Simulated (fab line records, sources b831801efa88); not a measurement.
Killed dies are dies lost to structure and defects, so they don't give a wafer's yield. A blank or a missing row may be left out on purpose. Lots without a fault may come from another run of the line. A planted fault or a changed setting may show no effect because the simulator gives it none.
Which tool did it? | flow sky130 | 13 lots, 35 wafers sampled, at 3 steps of a route of 708

WHAT THE GAUGES READ, wafer by wafer
SKY_SD_P_OVL_MEAS_08.
lot  | measured     | on         | SD_P_OVL (nm)
L209 | day 26 06:17 | overlay-01 | -2.6 -1.1 -2.6
L210 | day 26 14:44 | overlay-01 | -2.3 -0.5 -1.3
L212 | day 27 00:10 | overlay-02 | -0.7 -1.9 -0.4
L213 | day 27 12:01 | overlay-01 | -0.3 0.4 0.9
L214 | day 28 08:30 | overlay-01 | 0.7 0.5 0.1
L216 | day 28 10:54 | overlay-01 | -0.4 -0.3 -1.1
L221 | day 30 02:08 | overlay-02 | -2.1 1.4 0.0
L222 | day 30 09:53 | overlay-02 | 1.8 0.9
L223 | day 30 14:52 | overlay-01 | -2.7
L228 | day 32 03:11 | overlay-01 | -0.7 -2.1 -2.6
L229 | day 32 06:38 | overlay-01 | -1.5 -0.5
L231 | day 32 16:38 | overlay-02 | 2.2 3.4 1.9
L232 | day 33 00:45 | overlay-02 | 1.1 -1.6 1.8

SKY_METAL2_THK_MEAS_06: measures by xrf.
lot  | measured     | on            | METAL2_ALCU_THK (nm)
L209 | day 34 17:01 | film_metro-03 | 256.1 258.5 255.4
L210 | day 35 03:47 | film_metro-04 | 255.8 250.5 252.2
L212 | day 35 11:17 | film_metro-03 | 249.5 251.6 248.1
L213 | day 35 21:44 | film_metro-01 | 253.2 252.6 256.6
L214 | day 36 18:19 | film_metro-01 | 251.4 251.3 244.7
L216 | day 36 19:25 | film_metro-04 | 255.4 250.8 252.2
L221 | day 38 07:01 | film_metro-04 | 252.8 257.1 254.2
L222 | day 38 13:59 | film_metro-03 | 255.1 254.4
L223 | day 38 16:01 | film_metro-04 | 257.7
L228 | day 40 03:25 | film_metro-01 | 251.3 253.8 247.8
L229 | day 40 06:54 | film_metro-04 | 254.9 259.5
L231 | day 40 14:40 | film_metro-01 | 251.8 256.5 256.4
L232 | day 41 00:41 | film_metro-01 | 253.8 250.9 253.5

WHICH TOOL RAN EACH LOT (tool, then ch and the chambers of the sampled wafers, then the start)
lot  | SKY_METAL2_SPUTTER_01
L209 | pvd_sputter-04, day 34 16:46
L210 | pvd_sputter-01, day 35 03:31
L212 | pvd_sputter-02, day 35 11:02
L213 | pvd_sputter-02, day 35 21:29
L214 | pvd_sputter-02, day 36 18:05
L216 | pvd_sputter-04, day 36 19:10
L221 | pvd_sputter-01, day 38 06:46
L222 | pvd_sputter-01, day 38 13:43
L223 | pvd_sputter-02, day 38 15:46
L228 | pvd_sputter-04, day 40 03:08
L229 | pvd_sputter-04, day 40 06:38
L231 | pvd_sputter-04, day 40 14:25
L232 | pvd_sputter-01, day 41 00:27
- SKY_METAL2_SPUTTER_01: material TiN, target thk 20 nm, time 16.7 s.

WHAT THE TOOLS THEMSELVES READ (means of the sampled wafers that have a number; where no wafer has one, the mark that the record gives instead)
SKY_METAL2_SPUTTER_01.
lot  | tool           | throttle_valve_pct (%)
L209 | pvd_sputter-04 | 29.8
L210 | pvd_sputter-01 | 29.6
L212 | pvd_sputter-02 | 29.5
L213 | pvd_sputter-02 | 29.8
L214 | pvd_sputter-02 | 30.3
L216 | pvd_sputter-04 | 29.9
L221 | pvd_sputter-01 | 28.9
L222 | pvd_sputter-01 | 29.4
L223 | pvd_sputter-02 | 30.1
L228 | pvd_sputter-04 | 30.0
L229 | pvd_sputter-04 | 29.9
L231 | pvd_sputter-04 | 30.3
L232 | pvd_sputter-01 | 29.1

THE ANSWER, worked out from the rows above alone
Rule: what is usual is taken from the lots themselves. Put in order of their means at a reading, lots are off if they are a third of the lots or fewer, leave a main group of 4 or more, and stand apart from it by a gap of 3 or more times the standard deviation of the main group's means; of several such gaps the widest counts. A main group whose means are all the same, to the digits that the tables above print for the reading, isn't used. A lot without any number at a reading at which 4 lots or more have one is off too. The other lots that the step has rows for count as sound. The gauges are gone through in route order, then the tools' own readings, and for those a lot's mean is taken as printed above. The first step at which some lot is off is used, and at that step the reading that is off furthest; a lot without a number counts as furthest.
No lot is off at any reading shown: from this, nothing can be told.

WHAT THE SIMULATOR HAD PUT IN
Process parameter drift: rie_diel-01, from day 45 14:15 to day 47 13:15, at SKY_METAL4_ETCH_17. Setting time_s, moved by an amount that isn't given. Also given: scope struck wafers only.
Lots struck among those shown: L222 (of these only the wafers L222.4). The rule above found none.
